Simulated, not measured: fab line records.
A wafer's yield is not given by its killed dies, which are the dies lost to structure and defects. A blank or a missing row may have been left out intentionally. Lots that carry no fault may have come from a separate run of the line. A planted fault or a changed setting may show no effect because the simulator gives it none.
Which tool was responsible? -- flow sky130 -- 18 wafers from 6 lots sampled at 2 of the route's 708 steps

## WHAT EACH GAUGE READ, for each wafer
SKY_NWELL_OVL_MEAS_23.
lot,measured,on,NWELL_01_OVL (nm)
L183,day 6 02:08,overlay-01,0.2 -0.5 0.4
L186,day 6 22:35,overlay-02,0.2 0.5 0.2
L188,day 7 07:46,overlay-02,0.9 1.4 -0.3
L193,day 8 19:58,overlay-02,-0.2 0.3 1.1
L200,day 10 10:32,overlay-02,1.9 1.0 0.0
L203,day 11 01:46,overlay-01,0.5 1.3 -1.2

## EACH LOT AND THE TOOL THAT RAN IT (in order: tool; ch and the chambers of the sampled wafers; start)
lot,SKY_FIELD_ISO_ETCH_15
L183,"rieDiel-01 ch 1,3, day 2 21:39"
L186,"rieDiel-01 ch 0,1, day 3 13:51"
L188,"rieDiel-02 ch 0,3, day 3 21:25"
L193,"rieDiel-02 ch 0,1, day 5 03:19"
L200,"rieDiel-02 ch 1,2,3, day 6 13:57"
L203,"rieDiel-01 ch 1,3, day 7 03:49"
- SKY_FIELD_ISO_ETCH_15: etches the open film in CHF3/O2, stops on Si, target depth 180 nm, time 72 s.

## THE ANSWER, worked out from the rows above alone
Rule: the lots themselves supply what counts as usual. The widest of any qualifying gaps counts: lots, ordered by their means at a reading, are off when they make up no more than a third of the lots, leave a main group of 4 or more, and stand apart from it by 3 or more times the standard deviation of that group's means. A main group is skipped when, at the precision printed for the reading in the tables above, its means are all equal. Also off: a lot with no number at a reading for which 4 or more lots have one. Where the step has rows for the other lots, those lots are counted as sound.
No lot is off on any of the readings shown, so nothing can be concluded from this.

## WHAT WAS PUT IN BY THE SIMULATOR
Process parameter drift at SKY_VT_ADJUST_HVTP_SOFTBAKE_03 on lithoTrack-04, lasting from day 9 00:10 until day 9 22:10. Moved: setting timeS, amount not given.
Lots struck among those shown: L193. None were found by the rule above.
